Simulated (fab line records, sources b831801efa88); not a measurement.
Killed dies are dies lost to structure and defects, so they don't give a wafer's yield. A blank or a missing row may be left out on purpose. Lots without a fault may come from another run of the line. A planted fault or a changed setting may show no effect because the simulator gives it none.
Which tool did it? | flow sky130 | 12 lots, 36 wafers sampled, at 1 step of a route of 708

WHAT THE GAUGES READ, wafer by wafer
SKY_LI_CONTACT_THK_MEAS_23: measures by xrf. Usual: LI_CONTACT_W_THK 396 nm, standard deviation 5.3.
lot  | measured     | on            | LI_CONTACT_W_THK (nm) | flag
L213 | day 29 00:37 | film_metro-04 | 389 386 386           |
L215 | day 29 22:32 | film_metro-01 | 396 396 393           |
L218 | day 30 23:00 | film_metro-01 | 399 392 396           |
L222 | day 32 06:13 | film_metro-04 | 401 399 406           |
L223 | day 32 11:36 | film_metro-04 | 390 396 386           |
L224 | day 32 12:42 | film_metro-03 | 395 395 395           |
L225 | day 33 05:46 | film_metro-03 | 395 391 399           |
L228 | day 35 18:11 | film_metro-04 | 390 396 398           |
L232 | day 35 22:55 | film_metro-01 | 405 396 398           |
L234 | day 36 00:55 | film_metro-03 | 400 398 395           |
L233 | day 36 02:02 | film_metro-04 | 388 399 395           |
L236 | day 36 15:59 | film_metro-01 | 392 396 397           |

WHICH TOOL RAN EACH LOT (tool, then ch and the chambers of the sampled wafers, then the start)
The record holds no process step before these readings.

WHAT THE TOOLS THEMSELVES READ (means of the sampled wafers that have a number; where no wafer has one, the mark that the record gives instead)
The record holds no such reading with a usual standard deviation.

THE ANSWER, worked out from the rows above alone
Rule: a lot is off if the mean of its wafers that have a number lies more than 3 standard deviations from the usual mean. A lot without any number at a reading at which 4 lots or more have one is off too. The other lots that the step has rows for count as sound. The gauges are gone through in route order, then the tools' own readings, and for those a lot's mean is taken as printed above. The first step at which some lot is off is used, and at that step the reading that is off furthest; a lot without a number counts as furthest.
No lot is off at any reading shown: from this, nothing can be told.

WHAT THE SIMULATOR HAD PUT IN
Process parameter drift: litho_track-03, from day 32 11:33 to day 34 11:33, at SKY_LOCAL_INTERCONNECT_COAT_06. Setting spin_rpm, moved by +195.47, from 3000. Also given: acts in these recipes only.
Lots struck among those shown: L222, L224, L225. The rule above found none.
